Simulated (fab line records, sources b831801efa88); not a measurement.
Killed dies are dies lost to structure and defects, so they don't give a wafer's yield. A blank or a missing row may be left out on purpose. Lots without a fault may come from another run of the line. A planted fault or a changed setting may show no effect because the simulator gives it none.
Chamber matching | flow sky130 | SKY_VIA3_ETCH_15 on rie_diel-02: 4 sister chambers
The step etches SiO2 in C4F8/O2/Ar, stops on TiN, target depth 507 nm, time 78 s. 4 wafers are shown with their chamber, then 7 later ones without.

WAFERS WITH THEIR CHAMBER
wafer  | chamber | oes_product_au (a.u.)
L086.2 | 2       | 0.944
L086.3 | 0       | 0.941
L088.3 | 3       | 0.951
L088.4 | 1       | 0.951

WAFERS WITHOUT THEIR CHAMBER
wafer  | oes_product_au (a.u.)
L088.6 | 0.952
L085.2 | 0.944
L085.4 | 0.948
L085.6 | 0.947
L096.2 | 0.949
L096.4 | 0.943
L096.5 | 0.941

WHICH CHAMBER EACH WENT THROUGH
wafer  | from the rows above               | in truth
L088.6 | can't be placed: 1 or 3           | 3
L085.2 | can't be placed: 2 or 0           | 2
L085.4 | can't be placed: 1 or 3 or 2      | 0
L085.6 | can't be placed: 2 or 1 or 3 or 0 | 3
L096.2 | can't be placed: 1 or 3 or 2      | 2
L096.4 | can't be placed: 2 or 0           | 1
L096.5 | can't be placed: 0 or 2           | 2
Placed correctly: 0 of 7. Can't be placed from these rows: 7 (the true chamber is among the candidates in 5). Placed wrongly: 0.
How it was worked out, from the rows above alone: a wafer's distance from a chamber is the root of the sum, over the readings, of the square of ((its reading less the chamber's mean) divided by the reading's scatter). The wafer belongs to the nearest chamber; if the next one is less than 2 further off, it can't be placed. A chamber's mean is the mean of its shown wafers. The scatter: with one shown wafer a chamber, the root of the mean of the squares of how far each hidden wafer lies from its nearest shown one.
